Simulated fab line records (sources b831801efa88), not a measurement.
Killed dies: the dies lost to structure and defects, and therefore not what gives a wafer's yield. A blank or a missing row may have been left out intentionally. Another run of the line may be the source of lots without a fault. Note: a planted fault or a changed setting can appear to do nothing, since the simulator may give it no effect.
A struck lot beside a sound one    flow sky130    43 steps out of a route of 708
Sound: the wafers L917.1, L917.3, L917.4. Struck: wafers L932.2, L932.5 (left out: L932.3, a lot-mate that was not struck); the cause follows at the end.
Order at every step that has rows: each side's tool, ch and its chambers, its first start. Under that, the readings that differ: sound wafers    struck wafers    difference of the means    sigmas: that difference in standard deviations of wafers without a fault.
alike: readings whose means differ by less than 2 such deviations, and words and numbers that are the same on both sides. not compared: withheld readings, readings that some wafer has no value for, bounds like >300 that may hide the same value, and numbers for which the record gives no deviation and whose values overlap.
The two part at a step that has a row with sigmas, a row that says differs or no value, or rows on one side only. Numbers that have no deviation but don't overlap get no sigmas and don't part them. A reading that every wafer of one side lacks parts them only if that side has two wafers or more.

first, 3 steps without rows for these wafers: SKY_METAL2_EXPOSE_12 (exposes mask MM2, target cd 140 nm); SKY_METAL2_PEB_13; SKY_METAL2_DEVELOP_14 (develop time 60 s).
SKY_METAL2_CD_MEAS_15: the cd target is 140 nm.
  sound on cd-sem-01 at day 36 00:16; struck on cd-sem-02 at day 40 21:27
  alike: cd-nm
SKY_METAL2_OVL_MEAS_16:
  sound on overlay-01 at day 36 00:23; struck on overlay-02 at day 40 21:34
  alike: METAL2_OVL
then, 7 steps without rows for these wafers: SKY_METAL2_DESCUM_17 (chemistry O2, time 8 s); SKY_METAL2_ETCH_18 (etches BARC in N2/H2, stops on SiO2, time 45.9 s, target depth 60 nm); SKY_METAL2_METAL_ETCH_19 (etches the open film in Cl2/BCl3, stops on SiO2, target depth 360 nm, time 78 s); SKY_METAL2_STRIP_20 (strips in O2/N2); SKY_METAL2_STRIP_21 (strips in post etch residue remover, time 1200 s); SKY_METAL2_CLEAN_22 (cleans in IPA, time 180 s); SKY_METAL2_CLEAN_23 (cleans in O3/DIW).
SKY_VIA2_HDPCVD_00: deposits SiO2, target thk 1180 nm, time 196.7 s.
  sound on hdpcvd-02 ch 0,2, day 36 01:14; struck on hdpcvd-02 ch 0,2, day 40 22:24
SKY_VIA2_THK_MEAS_01:
  sound on film-metro-02 at day 36 01:25; struck on film-metro-02 at day 40 22:32
  alike: VIA2_HDPCVD_THK
SKY_VIA2_CMP_02: polishes SiO2.
  sound on cmp-02 ch 0,1,3, day 36 01:29; struck on cmp-01 ch 3, day 40 22:35
  alike: edge-zone-pressure-frac, head-pressure-psi, motor-current-A
SKY_VIA2_BOW_MEAS_03:
  sound on film-metro-03 at day 36 01:47; struck on film-metro-03 at day 40 22:55
  alike: VIA2_BOW
then, 8 steps without rows for these wafers: SKY_VIA2_DEHYDRATE_04 (time 60 s); SKY_VIA2_HMDS_05 (prime time 60 s); SKY_VIA2_COAT_06 (resist thk 60 nm); SKY_VIA2_COAT_07 (resist thk 450 nm); SKY_VIA2_SOFTBAKE_08 (time 90 s); SKY_VIA2_EXPOSE_09 (exposes mask VIM2, target cd 200 nm); SKY_VIA2_PEB_10; SKY_VIA2_DEVELOP_11 (develop time 60 s).
SKY_VIA2_CD_MEAS_12: the cd target is 200 nm.
  sound on cd-sem-02 at day 37 03:49; struck on cd-sem-02 at day 41 23:08
reading     sound              struck       difference  sigmas
cd-nm (nm)  201.0 200.7 200.5  203.6 204.0  +3.1        +2
SKY_VIA2_OVL_MEAS_13:
  sound on overlay-02 at day 37 03:56; struck on overlay-01 at day 41 23:14
  alike: VIA2_OVL
then, 8 steps without rows for these wafers: SKY_VIA2_ETCH_14 (etches BARC in N2/H2, stops on SiO2, time 45.9 s, target depth 60 nm); SKY_VIA2_ETCH_15 (etches SiO2 in C4F8/O2/Ar, stops on TiN, target depth 546 nm, time 84 s); SKY_VIA2_STRIP_16 (strips in O2/N2); SKY_VIA2_STRIP_17 (strips in post etch residue remover, time 1200 s); SKY_VIA2_CLEAN_18 (cleans in IPA, time 180 s); SKY_VIA2_CLEAN_19 (cleans in O3/DIW); SKY_VIA2_SPUTTER_20 (material TiN, target thk 20 nm, time 80 s); SKY_VIA2_CVD_21 (deposits W, target thk 420 nm, time 126.4 s).
SKY_VIA2_RS_MEAS_22: uses a four-point probe to measure.
  sound on film-metro-02 at day 37 04:51; struck on film-metro-02 at day 42 00:11
  alike: VIA2_W_RS
SKY_VIA2_THK_MEAS_23: measures by xrf.
  sound on film-metro-02 at day 37 04:58; struck on film-metro-02 at day 42 00:18
  alike: VIA2_W_THK
SKY_VIA2_CMP_24: polishes, stops on SiO2, t overpolish 20 s, target thk 0 nm.
  sound on cmp-02 ch 0,2,3, day 37 05:02; struck on cmp-01 ch 0,2, day 42 00:21
  alike: edge-zone-pressure-frac, head-pressure-psi, motor-current-A, overpolish-run-s, time-to-endpoint-s
then, 1 step without rows for these wafers: SKY_METAL3_SPUTTER_00 (material Ti, target thk 15 nm, time 10 s).
SKY_METAL3_SPUTTER_01: material TiN, target thk 20 nm, time 16.7 s.
  sound on pvd-sputter-04 at day 37 05:21; struck on pvd-sputter-01 at day 42 00:40
  alike: throttle-valve-pct
SKY_METAL3_SPUTTER_02: material AlCu, target thk 735 nm, time 39.1 s.
  sound on pvd-sputter-04 at day 37 05:23; struck on pvd-sputter-01 at day 42 00:42
  alike: throttle-valve-pct
then, 1 step without rows for these wafers: SKY_METAL3_SPUTTER_03 (material Ti, target thk 5 nm, time 3.3 s).
SKY_METAL3_SPUTTER_04: material TiN, target thk 70 nm, time 58.3 s.
  sound on pvd-sputter-04 at day 37 05:26; struck on pvd-sputter-01 at day 42 00:45
  alike: throttle-valve-pct
-- the record jumps here: 8 days lie between the struck wafers' starts before and after (it left off in module METAL3 and takes up again in module PAD_OPEN, whose first step shown is number 708 of the route) --
SKY_PAD_OPEN_PROBE_99:
  sound on prober-02 at day 46 12:03; struck on prober-01 at day 50 04:47
reading                                sound                struck       difference  sigmas
defect-limited-yield (%)               82.1 84.1 80.5       76.0 72.8    -7.8        -4
killed_at_M0_to_M3                     40 49 47             69 77        +28         +4
killed-dies                            88 78 96             118 134      +39         +4
killed-on-rim                          16 16 16             34 36        +19         +5
sort_bin_3_pad_short (%)               0.4 0.8 0.4          1.0 2.6      +1.3        +3
sort_bin_5_function (%)                11.2 10.0 10.2       15.0 17.5    +5.8        +4
sort-n-pass                            404 414 396          374 358      -39         -4
sort-yield-pct (%)                     82.1 84.1 80.5       76.0 72.8    -7.8        -4
model.etest.tester.sort-n-pass         404 414 396          374 358      -39         
model.etest.tester.sort-yield-pct (%)  82.11 84.15 80.49    76.02 72.76  -7.86       
model.etest.tester.sort_bin_5_pct (%)  11.18 9.959 10.16    15.04 17.48  +5.83       
model.etest.tester.sort_bin_3_pct (%)  0.4065 0.813 0.4065  1.016 2.642  +1.287      
  alike: killed_at_M4_up, killed-at-contacts, killed-at-front-end, killed-at-other, killed-open, killed-short, sort_bin_6_memory

WHERE THEY PART
Last at SKY_PAD_OPEN_PROBE_99 as far as this record goes, first at SKY_VIA2_CD_MEAS_12.

WHY: what had been put in by the simulator
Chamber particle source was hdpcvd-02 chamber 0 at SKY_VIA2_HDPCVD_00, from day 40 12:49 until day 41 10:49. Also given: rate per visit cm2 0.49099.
